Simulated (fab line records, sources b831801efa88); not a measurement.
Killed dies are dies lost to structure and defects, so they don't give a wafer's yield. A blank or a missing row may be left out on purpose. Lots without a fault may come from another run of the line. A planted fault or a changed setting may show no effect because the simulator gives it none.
Chamber matching | flow sfq_line | SFQ_TRILAYER_I7_VIA_BARC_OPEN_VIA_ETCH_260 on rie_diel-01: 4 sister chambers
The step etches BARC in O2, target depth 125 nm, time 41.7 s. 16 wafers are shown with their chamber, then 8 later ones without.

WAFERS WITH THEIR CHAMBER
wafer  | chamber | bias_w (W) | oes_product_au (a.u.)
L580.2 | 1       | 80.29      | 0.687
L580.5 | 2       | 80.02      | 0.686
L580.6 | 3       | 79.74      | 0.693
L581.4 | 0       | 79.71      | 0.679
L581.5 | 2       | 80.16      | 0.681
L581.6 | 3       | 79.60      | 0.680
L586.2 | 2       | 79.89      | 0.689
L586.3 | 1       | 79.58      | 0.677
L586.4 | 3       | 79.81      | 0.686
L591.1 | 2       | 80.12      | 0.690
L591.3 | 0       | 80.03      | 0.690
L591.4 | 1       | 80.01      | 0.683
L592.2 | 3       | 79.90      | 0.686
L592.3 | 0       | 79.92      | 0.687
L592.5 | 2       | 79.81      | 0.681
L594.4 | 2       | 79.85      | 0.676

SIGNATURES (means of the wafers above)
reading        | chamber 0 | chamber 1 | chamber 2 | chamber 3 | scatter within a chamber
bias_w         | 79.8867   | 79.9600   | 79.9750   | 79.7625   | 0.197
oes_product_au | 0.68533   | 0.68233   | 0.68383   | 0.68625   | 0.00538
Rule: a wafer's distance from a chamber is the root of the sum, over the readings, of the square of ((its reading less the chamber's mean) divided by the reading's scatter). The wafer belongs to the nearest chamber; if the next one is less than 2 further off, it can't be placed. The scatter: the root of (the sum of the squares of (reading less its chamber's mean) over the shown wafers, divided by (wafers less chambers)).

WAFERS WITHOUT THEIR CHAMBER
wafer  | bias_w (W) | oes_product_au (a.u.)
L594.5 | 79.93      | 0.681
L594.6 | 79.97      | 0.691
L597.2 | 79.78      | 0.682
L597.4 | 79.80      | 0.690
L597.5 | 79.92      | 0.689
L600.1 | 80.21      | 0.683
L600.3 | 80.12      | 0.687
L600.4 | 80.00      | 0.685

WHICH CHAMBER EACH WENT THROUGH
wafer  | from the rows above               | in truth
L594.5 | can't be placed: 1 or 2 or 0 or 3 | 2
L594.6 | can't be placed: 0 or 2 or 3 or 1 | 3
L597.2 | can't be placed: 3 or 0 or 1 or 2 | 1
L597.4 | can't be placed: 3 or 0 or 2 or 1 | 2
L597.5 | can't be placed: 0 or 3 or 2 or 1 | 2
L600.1 | can't be placed: 2 or 1 or 0 or 3 | 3
L600.3 | can't be placed: 2 or 1 or 0 or 3 | 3
L600.4 | can't be placed: 2 or 1 or 0 or 3 | 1
Placed correctly: 0 of 8. Can't be placed from these rows: 8 (the true chamber is among the candidates in 8). Placed wrongly: 0.
